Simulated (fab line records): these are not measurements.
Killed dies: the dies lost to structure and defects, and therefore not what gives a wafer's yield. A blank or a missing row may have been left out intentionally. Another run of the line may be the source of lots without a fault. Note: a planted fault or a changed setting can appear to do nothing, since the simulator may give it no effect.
fab line records + flow sky130
record:
- lots: 5
- wafers: 15
- last-day: 50
route steps=708 shown SONOS_TUNNEL@160 SONOS_ONO@168 GATE_OXIDE@187 PAD_OPEN@708
lots untouched by any fault: they come from a run of this same line in which no faults occurred
start-h: the number of hours between the record's first day and the start of the first shown wafer of the lot + wait-h: hours since the lot's step before + " identical to the entry in the row above + L1.1+2: a row that stands for several wafers + - value missing, or start not given + * or withheld: withheld + < > ~ a bound
route shown NAME@n: NAME is a module with steps in the file, n the number in the route of the first one + usual: average and standard deviation across the fault-free wafers + same: alike in all rows + chamber/n: place in a boat + sites: the reading at each site + _std_site: standard deviation across them + _edge_site: inner sites' mean taken away from outer sites' mean + radius-mm: for every site, how far away it sits from the centre of the wafer + mask NAME#n: copy n + behind: the most recent tool/chamber to have shaped the wafer + hold: the reason the lot was held/the length of the hold in hours/how it ended + device: the n, p or np transistor that did not switch + end of line: the tests these same wafers got at the end of their route + a step without rows: its recipe alone + killed: the dies lost at the first sort to structure and to defects; this is not the yield of the wafer + map: shows each die of a wafer: x if killed, . if not, _ if none is there
set.NAME: setting as actually run; set.NAME@STEP: the setting as run at that earlier step + model.NAME: the simulator's own value behind a step, which no gauge read
a table for each step, a row for each wafer; lots at some steps of the route
services: from which hour (start-h, from the record's first day; less than 0 if before it) a tool's chamber was out of use, for how many hours, and why
== steps ==
step: SKY_SONOS_TUNNEL_DEVELOP_06
recipe:
- resist: NOVOLAK
- developer: TMAH
- develop-time-s: 60
- dev-temp-c: 23
step: SKY_SONOS_TUNNEL_IMPLANT_09
recipe:
- species: B
- energy-kev: 20
- dose-cm2: 1e+12
- tilt-deg: withheld
step: SKY_SONOS_TUNNEL_WET_ETCH_10
recipe:
- chemistry: dHF
- target-depth-nm: 14
- target: SiO2
- dilution: 100:1
- temp-c: 25
- time-s: 280
step: SKY_SONOS_TUNNEL_STRIP_11
recipe:
- chemistry: SPM
- time-s: 600
- temp-c: 130
step: SKY_SONOS_TUNNEL_CLEAN_13
recipe:
- chemistry: dHF
- time-s: 20
- dilution: 100:1
- dry: ipa-marangoni
step: SKY_SONOS_ONO_OXIDATION_00
recipe:
- temp-c: 800
- ambient: O2
- idle-temp-c: 700
- ramp-up-c-per-min: 10
- ramp-down-c-per-min: 3
- stabilise-s: 600
- purge-s: 300
- target-thk-a: 26
- ox-time-s: 1249
step: SKY_SONOS_ONO_CVD_02
recipe:
- material: Si3N4
- precursor: DCS/NH3
- target-thk-nm: 10.5
- temp-c: 770
- time-s: 180
- pressure-mtorr: 250
step: SKY_SONOS_ONO_CVD_04
recipe:
- material: SiO2
- precursor: SiH4/N2O
- target-thk-nm: 5.7199
- temp-c: 900
- pressure-mtorr: 400
usual:
- spike-tc-bottom-C: 916/4
| lot.wafer | tool     | chamber | start-h | wait-h | spike-tc-bottom-C | model.SiO2_of_SONOS_ONO_CVD_04.thk-nm |
|-----------|----------|---------|---------|--------|-------------------|---------------------------------------|
| L700.2    | lpcvd-03 | 1       | 279.14  | 0.0    | 921               | 5.669                                 |
| L700.3    | "        | 1       | "       | "      | 921               | 5.813                                 |
| L700.4    | "        | 1       | "       | "      | 921               | 5.752                                 |
| L713.1    | lpcvd-03 | 0       | 385.65  | 0.1    | 913               | 5.761                                 |
| L713.4    | "        | 0       | "       | "      | 912               | 5.84                                  |
| L713.5    | "        | 0       | "       | "      | 912               | 5.772                                 |
| L717.3    | lpcvd-03 | 0       | 418.07  | 0.0    | 913               | 6.783                                 |
| L717.4    | "        | 0       | "       | "      | 914               | 6.777                                 |
| L717.6    | "        | 0       | "       | "      | 913               | 6.691                                 |
| L718.1    | lpcvd-03 | 0       | 429.66  | 0.1    | 913               | 6.803                                 |
| L718.3    | "        | 0       | "       | "      | 912               | 6.845                                 |
| L718.6    | "        | 0       | "       | "      | 913               | 6.818                                 |
| L719.1    | lpcvd-03 | 0       | 434.61  | 0.1    | 910               | 6.893                                 |
| L719.3    | "        | 0       | "       | "      | 913               | 6.88                                  |
| L719.5    | "        | 0       | "       | "      | 912               | 6.836                                 |
step: SKY_SONOS_ONO_THK_MEAS_05
recipe:
- reads: SiO2_of_SONOS_ONO_CVD_04
usual:
- SONOS_ONO_CVD_04_THK: 5.77/0.11
| lot.wafer | tool          | chamber | start-h | wait-h | SONOS_ONO_CVD_04_THK[nm] |
|-----------|---------------|---------|---------|--------|--------------------------|
| L700.2    | film-metro-04 | -       | 281.03  | 0.0    | 5.69                     |
| L700.3    | "             | -       | "       | "      | 5.80                     |
| L700.4    | "             | -       | "       | "      | 5.76                     |
| L713.1    | film-metro-01 | -       | 386.90  | 0.0    | 5.80                     |
| L713.4    | "             | -       | "       | "      | 5.87                     |
| L713.5    | "             | -       | "       | "      | 5.78                     |
| L717.3    | film-metro-04 | -       | 419.34  | 0.0    | 6.77                     |
| L717.4    | "             | -       | "       | "      | 6.75                     |
| L717.6    | "             | -       | "       | "      | 6.75                     |
| L718.1    | film-metro-02 | -       | 431.54  | 0.0    | 6.80                     |
| L718.3    | "             | -       | "       | "      | 6.81                     |
| L718.6    | "             | -       | "       | "      | 6.81                     |
| L719.1    | film-metro-04 | -       | 435.86  | 0.0    | 6.86                     |
| L719.3    | "             | -       | "       | "      | 6.89                     |
| L719.5    | "             | -       | "       | "      | 6.84                     |
step: SKY_SONOS_ONO_DEHYDRATE_06
recipe:
- temp-c: 200
- time-s: 60
step: SKY_SONOS_ONO_HMDS_07
recipe:
- prime-time-s: 60
- prime-temp-c: 120
step: SKY_SONOS_ONO_COAT_08
recipe:
- resist: NOVOLAK
- spin-rpm: 3000
- resist-thk-nm: 1140
step: SKY_SONOS_ONO_SOFTBAKE_09
recipe:
- temp-c: 90
- time-s: 60
- resist: NOVOLAK
step: SKY_SONOS_ONO_EXPOSE_10
recipe:
- mask-id: ONOM
- target-cd-nm: 410
- na: 0.6
- source-shape: conventional
- sigma-outer: 0.6
- dose-mj: 150
step: SKY_SONOS_ONO_PEB_11
recipe:
- temp-c: withheld
- time-s: *
- resist: NOVOLAK
step: SKY_SONOS_ONO_DEVELOP_12
recipe:
- develop-time-s: 60
- dev-temp-c: 23
step: SKY_SONOS_ONO_ETCH_15
recipe:
- target-depth-nm: 19.52
- chemistry: CHF3/O2
- source-w: 600
- bias-w: 200
- pressure-mtorr: 40
- chf3-flow-sccm: 50
- O2_flow_sccm: 5
- time-s: 7.8
step: SKY_SONOS_ONO_WET_ETCH_16
recipe:
- chemistry: dHF
- target-depth-nm: 14
- dry: n2-spin
- target: SiO2
- dilution: 100:1
- temp-c: 25
- time-s: 280
step: SKY_SONOS_ONO_STRIP_17
recipe:
- chemistry: O2/N2
- power-w: 1400
- pressure-mtorr: 1500
- platen-temp-c: withheld
- o2-flow-sccm: 3000
- n2-flow-sccm: 300
- overash-fraction: 0.5
step: SKY_SONOS_ONO_WET_ETCH_18
recipe:
- chemistry: H3PO4
- target-depth-nm: 15
- target: Si3N4
- temp-c: 160
- time-s: 172
step: SKY_GATE_OXIDE_CLEAN_00
recipe:
- chemistry: SC1/SC2
- mix: 1:4:20
- temp-c: 70
- time-s: 150
- dry: n2-spin
step: SKY_GATE_OXIDE_OXIDATION_01
recipe:
- temp-c: 900
- ambient: O2
- stabilise-s: 600
- purge-s: 300
- target-thk-a: 102.68
- ox-time-s: 1473
step: SKY_GATE_OXIDE_DEHYDRATE_03
recipe:
- temp-c: 200
- time-s: 60
step: SKY_GATE_OXIDE_HMDS_04
recipe:
- prime-time-s: 60
- prime-temp-c: 120
step: SKY_GATE_OXIDE_COAT_05
recipe:
- resist: NOVOLAK
- spin-rpm: 3000
- resist-thk-nm: 1140
step: SKY_GATE_OXIDE_SOFTBAKE_06
recipe:
- temp-c: 90
- time-s: 60
- resist: NOVOLAK
step: SKY_GATE_OXIDE_EXPOSE_07
recipe:
- mask-id: LVOM
- na: 0.6
- source-shape: conventional
- sigma-outer: 0.6
- polarization: unpolarized
- target-cd-nm: 600
- dose-mj: 170
step: SKY_GATE_OXIDE_PEB_08
recipe:
- temp-c: withheld
- time-s: *
- resist: NOVOLAK
step: SKY_GATE_OXIDE_DEVELOP_09
recipe:
- resist: NOVOLAK
- developer: TMAH
- develop-time-s: 60
- dev-temp-c: 23
step: SKY_GATE_OXIDE_IMPLANT_11
recipe:
- species: B
- energy-kev: 10
- dose-cm2: 2.6e+12
- tilt-deg: withheld
step: SKY_GATE_OXIDE_WET_ETCH_12
recipe:
- chemistry: dHF
- target-depth-nm: 16.8
- dry: n2-spin
- target: SiO2
- dilution: 100:1
- temp-c: 25
- time-s: 336
step: SKY_GATE_OXIDE_STRIP_13
recipe:
- chemistry: O2/N2
- power-w: 1400
- pressure-mtorr: 1500
- platen-temp-c: withheld
- o2-flow-sccm: 3000
- n2-flow-sccm: 300
- overash-fraction: 0.5
step: SKY_GATE_OXIDE_CLEAN_15
recipe:
- chemistry: SC1/SC2
- mix: 1:4:20
- temp-c: 70
- time-s: 150
- dry: n2-spin
usual:
- bath-heat-duty-pct: 13.4/1.4
- temp-c: 70.02/0.13
| lot.wafer | tool         | chamber | start-h | wait-h | bath-heat-duty-pct | temp-c | model.SiO2_of_SONOS_ONO_CVD_04.thk-nm |
|-----------|--------------|---------|---------|--------|--------------------|--------|---------------------------------------|
| L700.2    | wet-bench-02 | 2       | 336.03  | 0.0    | 13.6               | 69.99  | 4.136                                 |
| L700.3    | "            | 2       | "       | "      | 14.1               | 70.11  | 4.28                                  |
| L700.4    | "            | 2       | "       | "      | 13.0               | 70.01  | 4.221                                 |
| L713.1    | wet-bench-02 | 0       | 449.83  | 0.1    | 10.6               | 70.05  | 4.257                                 |
| L713.4    | "            | 0       | "       | "      | 12.0               | 70.00  | 4.331                                 |
| L713.5    | "            | 0       | "       | "      | 11.3               | 69.95  | 4.263                                 |
| L717.3    | wet-bench-04 | 2       | 483.38  | 0.0    | 14.4               | 69.84  | 5.264                                 |
| L717.4    | "            | 2       | "       | "      | 13.4               | 70.03  | 5.249                                 |
| L717.6    | "            | 2       | "       | "      | 13.0               | 69.92  | 5.164                                 |
| L718.1    | wet-bench-01 | 1       | 495.96  | 0.1    | 12.4               | 70.17  | 5.285                                 |
| L718.3    | "            | 1       | "       | "      | 12.6               | 70.24  | 5.327                                 |
| L718.6    | "            | 1       | "       | "      | 12.4               | 70.09  | 5.297                                 |
| L719.1    | wet-bench-01 | 2       | 499.78  | 0.1    | 14.4               | 70.20  | 5.393                                 |
| L719.3    | "            | 2       | "       | "      | 13.6               | 70.15  | 5.38                                  |
| L719.5    | "            | 2       | "       | "      | 13.2               | 70.20  | 5.343                                 |
step: SKY_PAD_OPEN_PROBE_99
usual:
- killed_at_M0_to_M3: 42/6.8
- killed_at_M4_up: 3.2/1.8
- killed-at-contacts: 25/5.4
- killed-at-front-end: 15/4.5
- killed-at-other: 0.3/0.56
- killed-dies: 85/9.7
- killed-open: 46/7.1
- killed-short: 39/6.5
same:
- gross-dies: 492
- killed-at-back-side: 0
| lot.wafer | tool      | chamber | start-h | wait-h | killed_at_M0_to_M3 | killed_at_M4_up | killed-at-contacts | killed-at-front-end | killed-at-other | killed-dies | killed-open | killed-short | model.etest.sonos-erased.drive-ua-um | model.etest.sonos-uncharged.r-on-ohm-um | model.etest.sonos-programmed.off-log10-a-um | model.etest.cap-ono.gate-log10-a-cm2 | model.etest.cap-ono.gate-bv-v | model.etest.cap-ono.tox-acc-nm | model.etest.sonos-programmed.vt-v | model.etest.sonos-erased.vt-v |
|-----------|-----------|---------|---------|--------|--------------------|-----------------|--------------------|---------------------|-----------------|-------------|-------------|--------------|--------------------------------------|-----------------------------------------|---------------------------------------------|--------------------------------------|-------------------------------|--------------------------------|-----------------------------------|-------------------------------|
| L700.2    | prober-01 | -       | 1098.83 | 0.1    | 40                 | 3               | 26                 | 7                   | 0               | 76          | 44          | 31           | 175.8                                | 806.9                                   | -14.09                                      | -7.873                               | 16.18                         | 12.85                          | 1.47                              | -2.287                        |
| L700.3    | prober-01 | -       | 1098.88 | 0.2    | 42                 | 5               | 24                 | 13                  | 0               | 84          | 37          | 47           | 192.8                                | 797.3                                   | -13.83                                      | -8.009                               | 16.65                         | 12.9                           | 1.381                             | -2.285                        |
| L700.4    | prober-01 | -       | 1098.93 | 0.2    | 39                 | 2               | 22                 | 17                  | 1               | 81          | 43          | 37           | 185.2                                | 818.2                                   | -13.99                                      | -7.912                               | 16.46                         | 12.91                          | 1.443                             | -2.291                        |
| L713.1    | prober-01 | -       | 1172.93 | 0.1    | 45                 | 3               | 33                 | 10                  | 0               | 91          | 55          | 36           | 194.4                                | 825.7                                   | -13.95                                      | -8.133                               | 16.88                         | 12.96                          | 1.383                             | -2.259                        |
| L713.4    | prober-01 | -       | 1173.08 | 0.2    | 51                 | 3               | 31                 | 20                  | 1               | 106         | 49          | 57           | 200.9                                | 828.3                                   | -14                                         | -8.182                               | 16.73                         | 13.09                          | 1.327                             | -2.247                        |
| L713.5    | prober-01 | -       | 1173.13 | 0.2    | 40                 | 4               | 31                 | 11                  | 0               | 86          | 49          | 37           | 169.9                                | 827.1                                   | -14.13                                      | -8.108                               | 16.43                         | 13.06                          | 1.398                             | -2.218                        |
| L717.3    | prober-02 | -       | 1190.72 | 0.2    | 33                 | 3               | 27                 | 11                  | 0               | 74          | 38          | 36           | 141.6                                | 859.2                                   | -12.07                                      | -9.277                               | 17.79                         | 13.98                          | 0.8226                            | -1.725                        |
| L717.4    | prober-02 | -       | 1190.77 | 0.2    | 50                 | 1               | 26                 | 13                  | 0               | 90          | 45          | 45           | 120.4                                | 857.2                                   | -13.27                                      | -9.081                               | 17.19                         | 13.84                          | 0.9481                            | -1.763                        |
| L717.6    | prober-02 | -       | 1190.87 | 0.2    | 47                 | 5               | 19                 | 13                  | 1               | 85          | 48          | 36           | 138.5                                | 854.2                                   | -13.4                                       | -9.047                               | 17.38                         | 13.75                          | 0.9663                            | -1.838                        |
| L719.1    | prober-01 | -       | 1197.39 | 0.1    | 39                 | 3               | 28                 | 15                  | 1               | 86          | 42          | 42           | 126.8                                | 850.2                                   | -11.4                                       | -9.482                               | 18.44                         | 14.14                          | 0.7325                            | -1.606                        |
| L719.3    | prober-01 | -       | 1197.49 | 0.2    | 40                 | 0               | 23                 | 18                  | 4               | 85          | 46          | 35           | 83.9                                 | 843.3                                   | -10.81                                      | -9.54                                | 17.87                         | 14.11                          | 0.6885                            | -1.507                        |
| L719.5    | prober-01 | -       | 1197.59 | 0.2    | 43                 | 1               | 19                 | 23                  | 0               | 86          | 41          | 45           | 103.1                                | 837.7                                   | -11.29                                      | -9.526                               | 17.96                         | 14.17                          | 0.7343                            | -1.532                        |
| L718.1    | prober-02 | -       | 1198.04 | 0.1    | 52                 | 4               | 28                 | 12                  | 0               | 96          | 46          | 49           | 119.3                                | 836.4                                   | -11.97                                      | -9.283                               | 17.89                         | 13.93                          | 0.8156                            | -1.694                        |
| L718.3    | prober-02 | -       | 1198.14 | 0.2    | 62                 | 4               | 22                 | 17                  | 0               | 105         | 58          | 47           | 144.4                                | 837                                     | -11.85                                      | -9.199                               | 17.43                         | 13.93                          | 0.8104                            | -1.772                        |
| L718.6    | prober-02 | -       | 1198.29 | 0.2    | 51                 | 4               | 20                 | 13                  | 0               | 88          | 46          | 42           | 138.1                                | 837.8                                   | -12.57                                      | -9.219                               | 17.36                         | 13.92                          | 0.8962                            | -1.739                        |
killed by level:class
L700.2 VIA1:geometric-particle:open=11 LI_CONTACT:geometric-particle:open=9 CONTACT:geometric-particle:open=8 METAL2:geometric-particle:short=8 CONTACT:geometric-particle:short=6 VIA2:geometric-particle:open=5 VIA3:geometric-particle:open=5 METAL3:geometric-particle:short=3
L700.3 METAL2:geometric-particle:short=9 VIA1:geometric-particle:open=9 CONTACT:geometric-particle:open=8 LI_CONTACT:geometric-particle:open=6 METAL3:geometric-particle:short=5 POLY_GATE:geometric-particle:short=4 VIA3:geometric-particle:short=4 CONTACT:geometric-particle:short=4
L700.4 VIA1:geometric-particle:open=13 CONTACT:geometric-particle:open=10 FIELD_ISO:geometric-particle:short=6 VIA3:geometric-particle:short=5 CONTACT:geometric-particle:short=4 LI_CONTACT:geometric-particle:open=4 METAL1:geometric-particle:short=4 VIA1:geometric-particle:short=4
L713.1 CONTACT:geometric-particle:open=15 METAL2:geometric-particle:short=10 VIA2:geometric-particle:open=9 LI_CONTACT:geometric-particle:open=7 VIA1:geometric-particle:open=6 METAL1:geometric-particle:short=6 CONTACT:geometric-particle:short=5 POLY_GATE:geometric-particle:open=4
L713.4 CONTACT:geometric-particle:open=12 METAL2:geometric-particle:short=11 VIA3:geometric-particle:open=8 VIA3:geometric-particle:short=8 LI_CONTACT:geometric-particle:open=7 FIELD_ISO:geometric-particle:short=6 VIA1:geometric-particle:short=6 POLY_GATE:geometric-particle:short=5
L713.5 CONTACT:geometric-particle:open=11 LI_CONTACT:geometric-particle:open=8 VIA3:geometric-particle:open=8 VIA2:geometric-particle:open=7 LOCAL_INTERCONNECT:geometric-particle:short=6 VIA1:geometric-particle:open=6 METAL2:geometric-particle:short=5 VIA1:geometric-particle:short=4
L717.3 LI_CONTACT:geometric-particle:open=8 CONTACT:geometric-particle:open=8 VIA3:geometric-particle:short=6 VIA1:geometric-particle:short=6 POLY_GATE:geometric-particle:open=5 LI_CONTACT:geometric-particle:short=5 VIA1:geometric-particle:open=5 FIELD_ISO:geometric-particle:open=4
L717.4 CONTACT:geometric-particle:open=14 VIA1:geometric-particle:open=10 METAL1:geometric-particle:short=8 METAL2:geometric-particle:short=6 METAL3:geometric-particle:short=6 VIA1:geometric-particle:short=5 VIA3:geometric-particle:open=5 FIELD_ISO:geometric-particle:short=4
L717.6 VIA3:geometric-particle:open=9 CONTACT:geometric-particle:open=7 VIA1:geometric-particle:open=7 VIA2:geometric-particle:open=5 METAL2:geometric-particle:short=5 VIA3:geometric-particle:short=5 FIELD_ISO:geometric-particle:short=3 POLY_GATE:geometric-particle:short=3
L719.1 LI_CONTACT:geometric-particle:open=10 CONTACT:geometric-particle:open=7 VIA1:geometric-particle:open=7 FIELD_ISO:geometric-particle:short=6 CONTACT:geometric-particle:short=6 METAL2:geometric-particle:short=5 VIA3:geometric-particle:open=5 POLY_GATE:geometric-particle:short=4
L719.3 VIA2:geometric-particle:open=9 VIA1:geometric-particle:open=9 CONTACT:geometric-particle:short=7 CONTACT:geometric-particle:open=7 POLY_GATE:geometric-particle:short=6 VIA3:geometric-particle:open=6 METAL2:geometric-particle:short=5 FIELD_ISO:geometric-particle:open=4
L719.5 POLY_GATE:geometric-particle:short=8 CONTACT:geometric-particle:open=7 METAL1:geometric-particle:short=7 VIA3:geometric-particle:open=7 VIA1:geometric-particle:open=6 VIA1:geometric-particle:short=5 FIELD_ISO:geometric-particle:short=4 FIELD_ISO:geometric-particle:open=4
L718.1 CONTACT:geometric-particle:open=10 VIA2:geometric-particle:open=9 VIA1:geometric-particle:open=9 CONTACT:geometric-particle:short=7 VIA1:geometric-particle:short=7 LOCAL_INTERCONNECT:geometric-particle:short=6 METAL1:geometric-particle:short=6 VIA2:geometric-particle:short=5
L718.3 VIA1:geometric-particle:open=21 METAL2:geometric-particle:short=10 VIA3:geometric-particle:open=8 FIELD_ISO:geometric-particle:short=7 LI_CONTACT:geometric-particle:open=6 METAL1:geometric-particle:short=6 CONTACT:geometric-particle:open=6 VIA1:geometric-particle:short=5
L718.6 VIA1:geometric-particle:open=12 METAL1:geometric-particle:short=7 CONTACT:geometric-particle:short=7 METAL2:geometric-particle:short=7 CONTACT:geometric-particle:open=6 FIELD_ISO:geometric-particle:open=5 METAL3:geometric-particle:short=4 POLY_GATE:geometric-particle:open=4
== services ==
| tool         | chamber | start-h | hours | kind   |
|--------------|---------|---------|-------|--------|
| wet-bench-04 | -       | 259.38  | 2.9   | repair |
| wet-bench-02 | -       | 309.12  | 1.9   | pm     |
| wet-bench-01 | -       | 330.35  | 2.7   | repair |
| lpcvd-03     | -       | 369.86  | 0.9   | repair |
| lpcvd-03     | -       | 475.41  | 2.0   | repair |
| lpcvd-03     | -       | 499.51  | 6.1   | pm     |
== key ==
first-sign:
- step: SKY_SONOS_ONO_THK_MEAS_05
- reading: SONOS_ONO_CVD_04_THK
- direction: up
- sigmas: 9.1
- usual: 5.77
- struck: 6.81
effect none on later readings
model-effect:
- step: SKY_SONOS_ONO_CVD_04
- value: SiO2_of_SONOS_ONO_CVD_04.thk-nm
- without: 5.796
- struck: 6.814
model-effect:
- step: SKY_GATE_OXIDE_CLEAN_15
- value: SiO2_of_SONOS_ONO_CVD_04.thk-nm
- without: 4.282
- struck: 5.3
model-effect:
- step: SKY_PAD_OPEN_PROBE_99
- value: etest.sonos-erased.drive-ua-um
- without: 184.5
- struck: 124
met-at SKY_SONOS_ONO_CVD_04
struck-wafers L717.3,L717.4,L717.6,L718.1,L718.3,L718.6,L719.1,L719.3,L719.5
tester-left-out L717,L718,L719
onset-between 385.65 418.07
also-fits time
fault:
- kind: process-parameter-drift
- tool: lpcvd-03
- chamber: 0
- onset-h: 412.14
- steps: SKY_SONOS_ONO_CVD_04
- channel: target-thk-nm
- offset: 1.0185
- shape: step
- end-h: 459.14
- stated: 5.7199
tester-left-out: of these lots the tester's yield and bins aren't shown, on N5 and GAA mostly nor the transistor test; their killed dies are dies lost to structure and defects alone, not to doping, threshold or leakage, so they don't give the yield
